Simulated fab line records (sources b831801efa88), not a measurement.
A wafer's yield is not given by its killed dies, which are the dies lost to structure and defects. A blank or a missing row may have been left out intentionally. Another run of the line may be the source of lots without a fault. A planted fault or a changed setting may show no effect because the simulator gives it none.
Problem report in the 8D (eight disciplines) form, filled by code / flow sky130 / the parts of the form that need people (team, actions taken, sign-off) are left out

1. PROBLEM STATEMENT
VIA4_HDPCVD_THK at SKY_VIA4_THK_MEAS_01 reads a mean of 1962 nm on 2 wafers of 1 lot; wafers without a fault read 1728 nm with a standard deviation of 21. That puts it +11 standard deviations away from the usual mean.
First observed at day 43 20:28: wafer L389.4, on film metro-01. At this step, 15 wafers from 5 lots have a number in the record. Rule for "out" (also "out of limits"): further than 4 standard deviations from the usual mean. All remaining wafers that have a number are taken as sound.

2. WHAT THIS IS AND IS NOT
question=which readings at this step | is=VIA4_HDPCVD_THK | is not=-
question=which lots | is=L389 | is not=L384, L387, L403, L404
question=which wafers of those lots | is=L389.4, L389.5 | is not=L389.1
question=read on which gauges | is=film metro-01 | is not=film metro-02, film metro-04
question=when | is=from day 43 20:28 | is not=up to then (7 sound wafers); but 6 sound wafers of L403, L404 came after

3. SUSPECTS, AND WHAT RULES EACH OUT
Counting: if a tool at a process step up to the reading ran every lot that is out, it stays a suspect. Sound lots after the first of them don't rule it out here, since some wafers of a struck lot are sound.
- the gauge at SKY_VIA4_THK_MEAS_01 is ruled out. All the wafers that are out were read on film metro-01, but those of them that SKY_VIA4_HDPCVD_00 has rows for are out there too, on other tools.
- rie metal-04 at SKY_METAL4_ETCH_16 (etches BARC in N2/H2, stops on SiO2, time 88.2 s, target depth 60 nm): kept. It ran the lot that is out, L389 (day 43 19:20).
- rie diel-04 at SKY_METAL4_ETCH_17 (etches SiO2 in C4F8/O2/Ar, stops on TiN, time 3.9 s, target depth 15 nm): kept. It processed L389, the lot that is out, at day 43 19:26, and its most recent sound lot before then was L384 at day 42 03:59.
- rie metal-03 at SKY_METAL4_METAL_ETCH_18 (etches the open film in Cl2/BCl3, stops on SiO2, target depth 845 nm, time 183.1 s): kept. It processed L389, the lot that is out, at day 43 19:28, and its most recent sound lot before then was L384 at day 42 04:00.
- plasma asher-03 at SKY_METAL4_STRIP_19 (strips in O2/N2): kept. It ran the lot that is out, L389 (day 43 19:38).
- hdpcvd-02 at SKY_VIA4_HDPCVD_00 (deposits SiO2, target thk 1750 nm, time 291.7 s): kept. It processed L389, the lot that is out, at day 43 20:17, and its most recent sound lot before then was L387 at day 43 07:31. Its own readings are out on those wafers: run length s.
- Within hdpcvd-02 at SKY_VIA4_HDPCVD_00: the wafers that are out ran in chambers 1, 2; their sound lot-mates ran in chamber 0.
Left after counting: rie metal-04 at SKY_METAL4_ETCH_16, rie diel-04 at SKY_METAL4_ETCH_17, rie metal-03 at SKY_METAL4_METAL_ETCH_18, plasma asher-03 at SKY_METAL4_STRIP_19, hdpcvd-02 at SKY_VIA4_HDPCVD_00.

4. THE CAUSE (what the simulator had put in)
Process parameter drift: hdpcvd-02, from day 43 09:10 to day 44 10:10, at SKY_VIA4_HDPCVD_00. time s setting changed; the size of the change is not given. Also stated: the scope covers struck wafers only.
Counting leaves 5 suspects; this tool is one of them.

5. THE EFFECT CHAIN, in route order
Each row: a reading where the mean over the struck wafers with a number is more than 3 standard deviations away from the usual. Only readings whose record carries a usual standard deviation are examined. hours: median over the lots of the time between each lot's start at the first step of this table that gives one and its start at this step. sigmas: the change, counted in usual standard deviations.
hours=0; step=SKY_VIA4_HDPCVD_00; reading=run length s; usual=319.7 s; on struck wafers=361.2; change=+41.6; sigmas=+99 or more
hours=0; step=SKY_VIA4_THK_MEAS_01; reading=VIA4_HDPCVD_THK; usual=1728 nm; on struck wafers=1962; change=+234; sigmas=+11
Process steps it contains:
- SKY_VIA4_HDPCVD_00: deposits SiO2, target thk 1750 nm, time 291.7 s.

6. HOW IT WOULD HAVE BEEN CAUGHT EARLIER
In this record the first reading out of limits at a measuring or inspecting step was taken at day 43 20:28, 11 hours after the fault began at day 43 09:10.
Tool's own readings at SKY_VIA4_HDPCVD_00, run length s: out on all struck wafers the step has rows for; an alarm limit on them would have tripped on the first.
The start of SKY_VIA4_HDPCVD_00 on hdpcvd-02 came by day 43 20:28 for every one of the lots that are out (1). Had the tool been put on hold then, not one of them would have been saved.
